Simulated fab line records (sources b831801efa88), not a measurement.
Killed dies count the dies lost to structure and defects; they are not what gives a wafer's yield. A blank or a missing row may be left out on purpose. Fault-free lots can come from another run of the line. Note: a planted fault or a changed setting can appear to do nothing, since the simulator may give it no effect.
Split-lot trial || flow sky130 || 5 lots, 23 wafers read, on a route of 708 steps

THE SPLIT ITSELF
At SKY_DNWELL_EXPOSE_04 (exposes mask DNM, target cd 3000 nm), the setting doseMj was moved away from the recipe's 222 on 10 of the 23 wafers read, by -5.8% to +5.8%. The other wafers ran this setting at the recipe's value.

FROM SPLIT TO READING: 1 step shown by the file between the two
- SKY_DNWELL_PEB_05

THE READING
DNWELL.cdNm (the simulator's own value, which no gauge read), in nm, at SKY_DNWELL_DEVELOP_06 (develop time 57.7 s). The file gives no usual value for it. Across the 13 wafers here that went through the recipe, the average is 2988 nm and the standard deviation 6.7 nm.

{"wafer": "L074.1", "tool, chamber at the split": "ilineStepper-01, 0", "doseMj as run": 222, "against the recipe": "recipe", "DNWELL.cdNm, nm": 2980, "against lot-mates on the recipe": "-"}
{"wafer": "L074.2", "tool, chamber at the split": "ilineStepper-01, 0", "doseMj as run": 232.1, "against the recipe": "+4.5%", "DNWELL.cdNm, nm": 2993, "against lot-mates on the recipe": "+11"}
{"wafer": "L074.3", "tool, chamber at the split": "ilineStepper-01, 0", "doseMj as run": 232.1, "against the recipe": "+4.5%", "DNWELL.cdNm, nm": 2997, "against lot-mates on the recipe": "+15"}
{"wafer": "L074.5", "tool, chamber at the split": "ilineStepper-01, 0", "doseMj as run": 222, "against the recipe": "recipe", "DNWELL.cdNm, nm": 2985, "against lot-mates on the recipe": "-"}
{"wafer": "L074.6", "tool, chamber at the split": "ilineStepper-01, 0", "doseMj as run": 222, "against the recipe": "recipe", "DNWELL.cdNm, nm": 2981, "against lot-mates on the recipe": "-"}
{"wafer": "L075.1", "tool, chamber at the split": "ilineStepper-01, 0", "doseMj as run": 222, "against the recipe": "recipe", "DNWELL.cdNm, nm": 2977, "against lot-mates on the recipe": "-"}
{"wafer": "L075.3", "tool, chamber at the split": "ilineStepper-01, 0", "doseMj as run": 217.6, "against the recipe": "-2.0%", "DNWELL.cdNm, nm": 2978, "against lot-mates on the recipe": "+0"}
{"wafer": "L075.4", "tool, chamber at the split": "ilineStepper-01, 0", "doseMj as run": 217.6, "against the recipe": "-2.0%", "DNWELL.cdNm, nm": 2976, "against lot-mates on the recipe": -2}
{"wafer": "L075.5", "tool, chamber at the split": "ilineStepper-01, 0", "doseMj as run": 217.6, "against the recipe": "-2.0%", "DNWELL.cdNm, nm": 2970, "against lot-mates on the recipe": -8}
{"wafer": "L075.6", "tool, chamber at the split": "ilineStepper-01, 0", "doseMj as run": 222, "against the recipe": "recipe", "DNWELL.cdNm, nm": 2980, "against lot-mates on the recipe": "-"}
{"wafer": "L076.1", "tool, chamber at the split": "ilineStepper-02, 0", "doseMj as run": 222, "against the recipe": "recipe", "DNWELL.cdNm, nm": 2993, "against lot-mates on the recipe": "-"}
{"wafer": "L076.2", "tool, chamber at the split": "ilineStepper-02, 0", "doseMj as run": 222, "against the recipe": "recipe", "DNWELL.cdNm, nm": 2994, "against lot-mates on the recipe": "-"}
{"wafer": "L076.5", "tool, chamber at the split": "ilineStepper-02, 0", "doseMj as run": 222, "against the recipe": "recipe", "DNWELL.cdNm, nm": 2995, "against lot-mates on the recipe": "-"}
{"wafer": "L083.1", "tool, chamber at the split": "ilineStepper-01, 0", "doseMj as run": 234.9, "against the recipe": "+5.8%", "DNWELL.cdNm, nm": 3011, "against lot-mates on the recipe": "+21"}
{"wafer": "L083.2", "tool, chamber at the split": "ilineStepper-01, 0", "doseMj as run": 222, "against the recipe": "recipe", "DNWELL.cdNm, nm": 2992, "against lot-mates on the recipe": "-"}
{"wafer": "L083.3", "tool, chamber at the split": "ilineStepper-01, 0", "doseMj as run": 234.9, "against the recipe": "+5.8%", "DNWELL.cdNm, nm": 3008, "against lot-mates on the recipe": "+18"}
{"wafer": "L083.4", "tool, chamber at the split": "ilineStepper-01, 0", "doseMj as run": 234.9, "against the recipe": "+5.8%", "DNWELL.cdNm, nm": 3006, "against lot-mates on the recipe": "+16"}
{"wafer": "L083.5", "tool, chamber at the split": "ilineStepper-01, 0", "doseMj as run": 222, "against the recipe": "recipe", "DNWELL.cdNm, nm": 2988, "against lot-mates on the recipe": "-"}
{"wafer": "L085.1", "tool, chamber at the split": "ilineStepper-01, 0", "doseMj as run": 222, "against the recipe": "recipe", "DNWELL.cdNm, nm": 2990, "against lot-mates on the recipe": "-"}
{"wafer": "L085.2", "tool, chamber at the split": "ilineStepper-01, 0", "doseMj as run": 222, "against the recipe": "recipe", "DNWELL.cdNm, nm": 2996, "against lot-mates on the recipe": "-"}
{"wafer": "L085.3", "tool, chamber at the split": "ilineStepper-01, 0", "doseMj as run": 222, "against the recipe": "recipe", "DNWELL.cdNm, nm": 2997, "against lot-mates on the recipe": "-"}
{"wafer": "L085.4", "tool, chamber at the split": "ilineStepper-01, 0", "doseMj as run": 209.2, "against the recipe": "-5.8%", "DNWELL.cdNm, nm": 2969, "against lot-mates on the recipe": -25}
{"wafer": "L085.6", "tool, chamber at the split": "ilineStepper-01, 0", "doseMj as run": 209.2, "against the recipe": "-5.8%", "DNWELL.cdNm, nm": 2971, "against lot-mates on the recipe": -23}

THE FIT
A straight line over all 23 wafers: DNWELL.cdNm changes by +3.24 nm for each +1% of doseMj; r = +0.85; the points scatter about the line by 6.5 nm.
The same after taking each lot's own level away (the mean of its wafers on the recipe; 23 wafers): +3.37 nm for each +1%; r = +0.96; scatter 3.1 nm.
Per that fit: largest doseMj move, reading shift of 20 nm.
The lots' own levels span 2978.5 to 2994.3 nm, that is 2.4 times the standard deviation above.
Hence the lot-to-lot level has little effect on the slope; both slopes agree.
Check: with one of the wafers moved furthest among these (+5.8%) left out of the fit, the line predicts +18.8 nm for it against its lot-mates. Against them it came out at +21 nm.

OTHER SPLITS ON THESE WAFERS
Other splits were also applied to these wafers ahead of the reading. Each is held against what the fit with the lots' levels taken away leaves over:
{"other split on the same wafers": "SKY_FIELD_ISO_CVD_03 timeS", "wafers away from the commonest value": 18, "r with DNWELL.cdNm (lot level and that fit taken away)": -0.11}
{"other split on the same wafers": "SKY_FIELD_ISO_ETCH_14 ionEnergyEv", "wafers away from the commonest value": 11, "r with DNWELL.cdNm (lot level and that fit taken away)": -0.22}
{"other split on the same wafers": "SKY_DNWELL_COAT_02 resistThkNm", "wafers away from the commonest value": 10, "r with DNWELL.cdNm (lot level and that fit taken away)": -0.70}

THE FILE'S OWN FIT
DNWELL.cdNm changes by +3.44 nm for each +1% of doseMj, r = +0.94.
